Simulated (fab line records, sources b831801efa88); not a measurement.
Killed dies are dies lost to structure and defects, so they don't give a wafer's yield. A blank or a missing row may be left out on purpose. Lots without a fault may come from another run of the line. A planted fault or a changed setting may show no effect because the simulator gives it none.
A struck lot beside a sound one | flow gf180mcu | 28 steps out of a route of 602
Sound: wafers L484.1, L484.3, L484.6. Struck: wafers L473.3, L473.5, L473.6. The cause comes at the end.
At each step with rows: each side's tool, then ch and its chambers, then its first start. Under that, the readings that differ: sound wafers | struck wafers | difference of the means | sigmas: that difference in standard deviations of wafers without a fault.
alike: readings whose means differ by less than 2 such deviations, and words and numbers that are the same on both sides. not compared: withheld readings, readings that some wafer has no value for, bounds like >300 that may hide the same value, and numbers for which the record gives no deviation and whose values overlap.
The two part at a step that has a row with sigmas, a row that says differs or no value, or rows on one side only. Numbers that don't overlap but have no deviation are shown without sigmas and don't part them. A reading that every wafer of one side lacks parts them only if that side has two wafers or more.

first, 4 steps without rows for these wafers: GF_M4_SOFTBAKE_10 (time 60 s); GF_M4_EXPOSE_11 (exposes mask Metal4, target cd 280 nm); GF_M4_PEB_12 (peb time 90 s); GF_M4_DEVELOP_13 (develop time 60 s).
GF_M4_CD_MEAS_14: target cd 280 nm.
  sound on cd_sem-01, day 29 22:17; struck on cd_sem-01, day 26 18:46
  reading    | sound             | struck            | difference | sigmas
  cd_nm (nm) | 280.0 278.8 278.2 | 282.0 280.9 280.9 | +2.3       | +2
GF_M4_OVL_MEAS_15:
  sound on overlay-01, day 29 22:24; struck on overlay-02, day 26 18:52
  alike: M4_OVL
GF_M4_METAL_ETCH_16: etches the open film in Cl2/BCl3, stops on SiO2, target depth 627.5 nm, time 104.6 s.
  sound on rie_metal-04 ch 0, day 29 22:26; struck on rie_metal-03 ch 1, day 26 18:57
  alike: drypump_motor_current_A, oes_product_au, throttle_valve_pct
  not compared: rf_hours_counter_h
GF_M4_STRIP_17: strips in O2/N2.
  sound on plasma_asher-03 ch 0,1, day 29 22:33; struck on plasma_asher-03 ch 0,1, day 26 19:08
  alike: drypump_motor_current_A, heater_power_w, oes_product_au, strip_time_to_endpoint_s
  not compared: rf_hours_counter_h
then, 3 steps without rows for these wafers: GF_M4_STRIP_18 (strips in post etch residue remover, time 1200 s); GF_M4_CLEAN_19 (cleans in DIW); GF_V4_CVD_00 (deposits SiO2, target thk 600 nm, time 100 s).
GF_V4_THK_MEAS_01:
  sound on film_metro-04, day 29 23:10; struck on film_metro-03, day 26 19:44
  alike: V4_CVD_00_THK
GF_V4_CVD_02: deposits SiO2 from TEOS, target thk 850 nm, time 94.851 s.
  sound on pecvd-03 ch 0,1, day 29 23:13; struck on pecvd-04 ch 1,2, day 26 19:46
  no value came back on the struck wafers for heater_power_outer_w (W), heater_power_w (W); on the sound wafers heater_power_outer_w (W) reads 413 336 432
GF_V4_CMP_04: polishes SiO2.
  sound on cmp-01 ch 0,1,3, day 29 23:27; struck on cmp-01 ch 1,2,3, day 26 20:03
  reading                | sound    | struck | difference                    | sigmas
  time_to_endpoint_s (s) | 76 73 81 | - - -  | no value on the struck wafers |
  alike: motor_current_A
GF_V4_BOW_MEAS_05:
  sound on film_metro-01, day 29 23:39; struck on film_metro-03, day 26 20:14
  reading     | sound       | struck      | difference | sigmas
  V4_BOW (um) | 144 142 138 | 122 110 119 | -24        | -3
then, 8 steps without rows for these wafers: GF_V4_DEHYDRATE_06 (time 60 s); GF_V4_HMDS_07 (prime time 60 s); GF_V4_COAT_08; GF_V4_COAT_09 (resist thk 1000 nm); GF_V4_SOFTBAKE_10 (time 60 s); GF_V4_EXPOSE_11 (exposes mask Via4, target cd 260 nm); GF_V4_PEB_12 (peb time 90 s); GF_V4_DEVELOP_13 (develop time 60 s).
GF_V4_CD_MEAS_14: target cd 260 nm.
  sound on cd_sem-01, day 30 17:46; struck on cd_sem-01, day 27 15:44
  reading    | sound             | struck            | difference | sigmas
  cd_nm (nm) | 260.4 259.8 259.6 | 256.9 257.4 256.6 | -3.0       | -2
GF_V4_OVL_MEAS_15:
  sound on overlay-02, day 30 17:53; struck on overlay-02, day 27 15:50
  alike: V4_OVL
GF_V4_ETCH_16: etches BARC in N2/H2.
  sound on rie_diel-03 ch 1,2,3, day 30 17:56; struck on rie_diel-02 ch 1,2, day 27 15:52
  alike: drypump_motor_current_A, oes_product_au, throttle_valve_pct
GF_V4_ETCH_17: etches SiO2 in C4F8/O2/Ar, stops on TiN, target depth 630 nm.
  sound on rie_diel-03 ch 1,2,3; struck on rie_diel-02 ch 1,2
  reading                        | sound             | struck            | difference | sigmas
  oes_product_au (a.u.)          | 0.859 0.850 0.862 | 0.842 0.850 0.841 | -0.013     | -3
  model.V4.feature_depth_nm (nm) | 632.3 630.4 633   | 614.4 619.9 609.8 | -17.2      |
  model.etch.depth_nm (nm)       | 632.3 630.4 633   | 614.4 619.9 609.8 | -17.2      |
GF_V4_STRIP_18: strips in O2/N2.
  sound on plasma_asher-04 ch 1, day 30 18:04; struck on plasma_asher-01 ch 0,1, day 27 16:01
  alike: drypump_motor_current_A, heater_power_w, oes_product_au
  not compared: rf_hours_counter_h

WHERE THEY PART
First at GF_M4_CD_MEAS_14; last, within this record, at GF_V4_ETCH_17. Later steps at which nothing parts them and some readings are alike: GF_V4_STRIP_18.

WHY: what the simulator had put in
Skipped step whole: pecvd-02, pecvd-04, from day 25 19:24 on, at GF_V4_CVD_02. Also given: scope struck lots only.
